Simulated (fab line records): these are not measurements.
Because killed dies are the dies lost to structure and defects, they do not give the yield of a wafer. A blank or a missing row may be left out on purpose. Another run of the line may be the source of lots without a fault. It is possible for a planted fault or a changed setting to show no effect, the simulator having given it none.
Which tool was responsible?    flow gf180mcu    12 lots, 36 wafers sampled, at 3 steps of a route of 602

WHAT THE GAUGES READ, wafer by wafer
GF_V4_THK_MEAS_03. Usual: V4_CVD_02_THK 863 nm, standard deviation 10.
lot   measured      on             V4_CVD_02_THK (nm)  flag
L998  day 23 19:01  film_metro-02  866 860 873         
L100  day 24 03:50  film_metro-02  851 860 870         
L101  day 24 18:53  film_metro-01  868 858 862         
L102  day 25 01:16  film_metro-04  870 866 860         
L103  day 25 02:45  film_metro-01  846 859 875         
L104  day 25 13:00  film_metro-02  860 879 873         
L105  day 25 22:17  film_metro-01  872 884 872         
L106  day 26 04:52  film_metro-04  860 849 865         
L107  day 26 10:36  film_metro-04  861 869 890         
L108  day 26 19:05  film_metro-02  851 866 857         
L113  day 28 08:17  film_metro-04  851 847 859         
L118  day 29 19:21  film_metro-04  847 844 859         

WHAT TOOL EACH LOT RAN ON (gives the tool, then ch and the chambers of the sampled wafers, and finally the start)
lot   GF_M3_SPUTTER_04              GF_M4_SPUTTER_02
L998  pvd_sputter-02, day 20 17:56  pvd_sputter-01, day 22 19:28
L100  pvd_sputter-02, day 21 02:57  pvd_sputter-01, day 23 04:13
L101  pvd_sputter-03, day 21 18:44  pvd_sputter-01, day 23 19:22
L102  pvd_sputter-02, day 22 00:49  pvd_sputter-04, day 24 01:40
L103  pvd_sputter-01, day 22 02:45  pvd_sputter-01, day 24 04:18
L104  pvd_sputter-01, day 22 13:23  pvd_sputter-02, day 24 14:19
L105  pvd_sputter-01, day 22 23:39  pvd_sputter-01, day 24 23:23
L106  pvd_sputter-01, day 23 06:34  pvd_sputter-04, day 25 06:32
L107  pvd_sputter-02, day 23 14:55  pvd_sputter-01, day 25 12:23
L108  pvd_sputter-03, day 23 23:18  pvd_sputter-01, day 25 21:31
L113  pvd_sputter-03, day 25 16:36  pvd_sputter-02, day 27 12:01
L118  pvd_sputter-02, day 27 01:42  pvd_sputter-01, day 29 00:42
- GF_M3_SPUTTER_04: material TiN, target thk 50 nm, time 41.7 s.
- GF_M4_SPUTTER_02: material AlCu, target thk 450 nm, time 23.9 s.

WHAT THE TOOLS THEMSELVES READ (means of the sampled wafers that have a number; where no wafer has one, the mark that the record gives instead)
GF_M3_SPUTTER_04. Usual: throttle_valve_pct at 30.3 %, with a standard deviation of 0.74.
lot   tool            throttle_valve_pct (%)  flag
L998  pvd_sputter-02  30.0                    
L100  pvd_sputter-02  30.1                    
L101  pvd_sputter-03  30.9                    
L102  pvd_sputter-02  29.9                    
L103  pvd_sputter-01  30.2                    
L104  pvd_sputter-01  29.3                    
L105  pvd_sputter-01  29.6                    
L106  pvd_sputter-01  30.3                    
L107  pvd_sputter-02  30.1                    
L108  pvd_sputter-03  31.5                    
L113  pvd_sputter-03  31.0                    
L118  pvd_sputter-02  29.7                    

GF_M4_SPUTTER_02. Usual: throttle_valve_pct at 29.9 %, with a standard deviation of 0.63.
lot   tool            throttle_valve_pct (%)  flag
L998  pvd_sputter-01  30.0                    
L100  pvd_sputter-01  30.0                    
L101  pvd_sputter-01  29.9                    
L102  pvd_sputter-04  30.2                    
L103  pvd_sputter-01  29.4                    
L104  pvd_sputter-02  29.9                    
L105  pvd_sputter-01  29.8                    
L106  pvd_sputter-04  29.9                    
L107  pvd_sputter-01  30.0                    
L108  pvd_sputter-01  30.0                    
L113  pvd_sputter-02  30.2                    
L118  pvd_sputter-01  29.6                    

THE ANSWER, worked out from the rows above alone
Rule: a lot is off if the mean of its wafers that have a number lies more than 3 standard deviations from the usual mean. A lot without any number at a reading at which 4 lots or more have one is off too. Any other lot the step has rows for is counted as sound. The gauges are gone through in route order, then the tools' own readings, and for those a lot's mean is taken as printed above. The first step at which some lot is off is used, and at that step the reading that is off furthest; a lot without a number counts as furthest.
Across all readings shown, no lot is off: no conclusion can be drawn from this.

WHAT THE SIMULATOR HAD INSERTED
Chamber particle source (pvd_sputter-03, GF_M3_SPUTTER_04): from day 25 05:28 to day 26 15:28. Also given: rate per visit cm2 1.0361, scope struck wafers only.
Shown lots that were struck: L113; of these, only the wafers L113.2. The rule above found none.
